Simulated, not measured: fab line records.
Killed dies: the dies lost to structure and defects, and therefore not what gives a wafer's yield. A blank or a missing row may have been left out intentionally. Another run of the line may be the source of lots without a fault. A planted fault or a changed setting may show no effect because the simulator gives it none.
Which tool did it? :: flow sky130 :: 6 lots, 18 wafers sampled, at 3 steps of a route of 708

== WHAT THE GAUGES SHOWED, per wafer ==
SKY_VT_ADJUST_LVTN_TW_MEAS_10.
lot: L523
measured: day 7 06:22
on: film metro-03
VT_ADJUST_LVTN_TW: 241.5 241.7 242.6

lot: L527
measured: day 9 04:40
on: film metro-03
VT_ADJUST_LVTN_TW: 240.8 240.4 241.4

lot: L529
measured: day 9 15:57
on: film metro-02
VT_ADJUST_LVTN_TW: 245.2 244.2 242.1

lot: L533
measured: day 10 07:56
on: film metro-02
VT_ADJUST_LVTN_TW: 130.7 130.0 130.7

lot: L541
measured: day 12 12:51
on: film metro-03
VT_ADJUST_LVTN_TW: 238.9 240.1 239.4

lot: L544
measured: day 13 03:43
on: film metro-01
VT_ADJUST_LVTN_TW: 244.1 243.1 243.4

== EACH LOT AND THE TOOL THAT RAN IT (in order: tool; ch and the chambers of the sampled wafers; start) ==
lot: L523
SKY_FIELD_ISO_CMP_27: cmp-02 ch 1,2,3, day 2 18:36
SKY_VT_ADJUST_LVTN_IMPLANT_08: implanter-01 ch 0, day 7 06:07

lot: L527
SKY_FIELD_ISO_CMP_27: cmp-02 ch 2,3, day 4 04:38
SKY_VT_ADJUST_LVTN_IMPLANT_08: implanter-02 ch 0, day 9 04:25

lot: L529
SKY_FIELD_ISO_CMP_27: cmp-02 ch 1,2, day 4 13:08
SKY_VT_ADJUST_LVTN_IMPLANT_08: implanter-04 ch 0, day 9 15:44

lot: L533
SKY_FIELD_ISO_CMP_27: cmp-02 ch 0,1, day 5 04:39
SKY_VT_ADJUST_LVTN_IMPLANT_08: implanter-04 ch 0, day 10 07:41

lot: L541
SKY_FIELD_ISO_CMP_27: cmp-02 ch 0,1,3, day 6 21:17
SKY_VT_ADJUST_LVTN_IMPLANT_08: implanter-02 ch 0, day 12 12:36

lot: L544
SKY_FIELD_ISO_CMP_27: cmp-01 ch 0,2,3, day 7 09:50
SKY_VT_ADJUST_LVTN_IMPLANT_08: implanter-02 ch 0, day 13 03:28
- SKY_FIELD_ISO_CMP_27: polishes, stops on Si3N4, t overpolish 16 s, target thk 457.8 nm.
- SKY_VT_ADJUST_LVTN_IMPLANT_08

== THE ANSWER, worked out from the rows above alone ==
Rule: the lots themselves supply what counts as usual. Put in order of their means at a reading, lots are off if they are a third of the lots or fewer, leave a main group of 4 or more, and stand apart from it by a gap of 3 or more times the standard deviation of the main group's means; of several such gaps the widest counts. A main group whose means are all the same, to the digits that the tables above print for the reading, isn't used. A lot without any number at a reading at which 4 lots or more have one is off too. All remaining lots with rows at the step are treated as sound.
Off: at SKY_VT_ADJUST_LVTN_TW_MEAS_10 (VT_ADJUST_LVTN_TW), L533. Main group: mean 241.9, sd 1.6.
If a tool, at a process step before that reading, ran all the lots that are off and no sound lot after the first of them, it fits. Those tools and the gauges at SKY_VT_ADJUST_LVTN_TW_MEAS_10 are tried in the same way. 2 tools fit, implanter-04 at SKY_VT_ADJUST_LVTN_IMPLANT_08 and film metro-02 at SKY_VT_ADJUST_LVTN_TW_MEAS_10, so this cannot tell which one it is.

== WHAT HAD BEEN PUT IN BY THE SIMULATOR ==
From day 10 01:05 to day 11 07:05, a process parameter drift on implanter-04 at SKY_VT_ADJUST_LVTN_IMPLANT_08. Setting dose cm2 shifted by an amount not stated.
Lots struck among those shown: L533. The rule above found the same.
